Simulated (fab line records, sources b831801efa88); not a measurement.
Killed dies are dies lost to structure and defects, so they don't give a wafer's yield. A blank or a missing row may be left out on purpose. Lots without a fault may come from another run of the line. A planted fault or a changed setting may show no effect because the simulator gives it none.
Tool commonality check | flow gf180mcu | 15 lots, 45 wafers sampled

WHY IT WAS OPENED
At GF_M2_THK_MEAS_06 the reading M2_ALCU_THK is flagged on 3 of 15 lots. Wafers without a fault read 448 nm, standard deviation 4.3.
Rule: a lot is flagged when every wafer of it that has a number lies more than 4 standard deviations from that mean, or none has a number. The other lots count as sound.

lot  | measured     | on            | M2_ALCU_THK (nm), wafer by wafer | flag
L863 | day 18 07:08 | film_metro-02 | 448 447 451                      |
L865 | day 19 00:59 | film_metro-01 | 495 495 496                      | FLAGGED
L866 | day 19 14:07 | film_metro-03 | 499 494 496                      | FLAGGED
L867 | day 20 04:43 | film_metro-02 | 498 493 492                      | FLAGGED
L869 | day 21 02:31 | film_metro-01 | 452 448 456                      |
L871 | day 21 09:28 | film_metro-03 | 447 442 446                      |
L875 | day 22 23:40 | film_metro-03 | 451 452 448                      |
L876 | day 23 09:17 | film_metro-01 | 451 455 451                      |
L877 | day 23 12:52 | film_metro-03 | 449 442 447                      |
L879 | day 23 23:28 | film_metro-02 | 449 450 445                      |
L880 | day 24 07:47 | film_metro-01 | 455 454 450                      |
L881 | day 24 19:17 | film_metro-02 | 441 440 439                      |
L882 | day 25 05:12 | film_metro-02 | 451 449 450                      |
L884 | day 25 17:05 | film_metro-02 | 446 444 449                      |
L886 | day 26 13:41 | film_metro-03 | 443 440 441                      |
The numbers of the flagged lots are 495 nm on average: +47 nm against the usual, or +11 standard deviations.

WHICH TOOL RAN EACH LOT
The record holds 3 process steps before the reading, out of a route of 602 steps. In each cell: the tool, then ch and the chambers that the sampled wafers went through, then the start.
lot  | flag    | GF_V1_STRIP_18                       | GF_M2_SPUTTER_01             | GF_M2_SPUTTER_04
L863 |         | plasma_asher-02 ch 0,1, day 18 05:32 | pvd_sputter-04, day 18 06:52 | pvd_sputter-04, day 18 06:57
L865 | FLAGGED | plasma_asher-02 ch 1, day 18 23:25   | pvd_sputter-04, day 19 00:44 | pvd_sputter-04, day 19 00:49
L866 | FLAGGED | plasma_asher-02 ch 0,1, day 19 12:32 | pvd_sputter-04, day 19 13:52 | pvd_sputter-04, day 19 13:56
L867 | FLAGGED | plasma_asher-03 ch 0,1, day 20 03:01 | pvd_sputter-04, day 20 04:28 | pvd_sputter-04, day 20 04:32
L869 |         | plasma_asher-01 ch 0,1, day 21 00:28 | pvd_sputter-04, day 21 02:17 | pvd_sputter-04, day 21 02:22
L871 |         | plasma_asher-01 ch 0,1, day 21 07:34 | pvd_sputter-02, day 21 09:14 | pvd_sputter-02, day 21 09:19
L875 |         | plasma_asher-02 ch 0,1, day 22 21:59 | pvd_sputter-04, day 22 23:25 | pvd_sputter-04, day 22 23:30
L876 |         | plasma_asher-03 ch 0,1, day 23 07:36 | pvd_sputter-03, day 23 09:03 | pvd_sputter-03, day 23 09:08
L877 |         | plasma_asher-03 ch 0,1, day 23 10:36 | pvd_sputter-03, day 23 12:38 | pvd_sputter-03, day 23 12:43
L879 |         | plasma_asher-02 ch 0,1, day 23 21:34 | pvd_sputter-04, day 23 23:14 | pvd_sputter-04, day 23 23:19
L880 |         | plasma_asher-01 ch 0,1, day 24 06:13 | pvd_sputter-03, day 24 07:32 | pvd_sputter-03, day 24 07:37
L881 |         | plasma_asher-02 ch 0,1, day 24 17:43 | pvd_sputter-04, day 24 19:03 | pvd_sputter-04, day 24 19:08
L882 |         | plasma_asher-02 ch 0,1, day 25 03:39 | pvd_sputter-03, day 25 04:56 | pvd_sputter-03, day 25 05:01
L884 |         | plasma_asher-03 ch 0, day 25 15:31   | pvd_sputter-03, day 25 16:50 | pvd_sputter-03, day 25 16:55
L886 |         | plasma_asher-01 ch 0,1, day 26 12:07 | pvd_sputter-04, day 26 13:27 | pvd_sputter-04, day 26 13:32
What these steps do:
- GF_V1_STRIP_18: strips in O2/N2.
- GF_M2_SPUTTER_01: material TiN, target thk 30 nm, time 25 s.
- GF_M2_SPUTTER_04: material TiN, target thk 50 nm, time 41.7 s.
- GF_M2_THK_MEAS_06: measures by xrf.

FLAGGED OVER TOTAL, TOOL BY TOOL (the gauges that took the reading come last)
step              | tool            | lots run | flagged | share of the flagged lots | sound lots run after its first flagged lot
GF_V1_STRIP_18    | plasma_asher-01 | 4        | 0       | none                      | -
GF_V1_STRIP_18    | plasma_asher-02 | 7        | 2       | some                      | 4 (L875,L879,L881,L882)
GF_V1_STRIP_18    | plasma_asher-03 | 4        | 1       | some                      | 3 (L876,L877,L884)
GF_M2_SPUTTER_01  | pvd_sputter-02  | 1        | 0       | none                      | -
GF_M2_SPUTTER_01  | pvd_sputter-03  | 5        | 0       | none                      | -
GF_M2_SPUTTER_01  | pvd_sputter-04  | 9        | 3       | all                       | 5 (L869,L875,L879,L881,L886)
GF_M2_SPUTTER_04  | pvd_sputter-02  | 1        | 0       | none                      | -
GF_M2_SPUTTER_04  | pvd_sputter-03  | 5        | 0       | none                      | -
GF_M2_SPUTTER_04  | pvd_sputter-04  | 9        | 3       | all                       | 5 (L869,L875,L879,L881,L886)
GF_M2_THK_MEAS_06 | film_metro-01   | 4        | 1       | some                      | 3 (L869,L876,L880)
GF_M2_THK_MEAS_06 | film_metro-02   | 6        | 1       | some                      | 4 (L879,L881,L882,L884)
GF_M2_THK_MEAS_06 | film_metro-03   | 5        | 1       | some                      | 4 (L871,L875,L877,L886)

WHAT THE TABLE ALLOWS
2 rows of the table ran every flagged lot: pvd_sputter-04 at GF_M2_SPUTTER_01, pvd_sputter-04 at GF_M2_SPUTTER_04.
- pvd_sputter-04 at GF_M2_SPUTTER_01: 3 of its 9 lots flagged. Sound lots ran on it after the first flagged one (L869, L875, L879, L881, L886), which a lasting fault on the whole tool wouldn't allow.
- pvd_sputter-04 at GF_M2_SPUTTER_04: 3 of its 9 lots flagged. Sound lots ran on it after the first flagged one (L869, L875, L879, L881, L886), which a lasting fault on the whole tool wouldn't allow. On the flagged lots its readings are blank where sound lots have values: cathode_dc_power_W, chamber_pressure_pa, throttle_valve_pct.
No row of the table ran every flagged lot and no sound lot after the first.

WHAT THE SIMULATOR HAD PUT IN
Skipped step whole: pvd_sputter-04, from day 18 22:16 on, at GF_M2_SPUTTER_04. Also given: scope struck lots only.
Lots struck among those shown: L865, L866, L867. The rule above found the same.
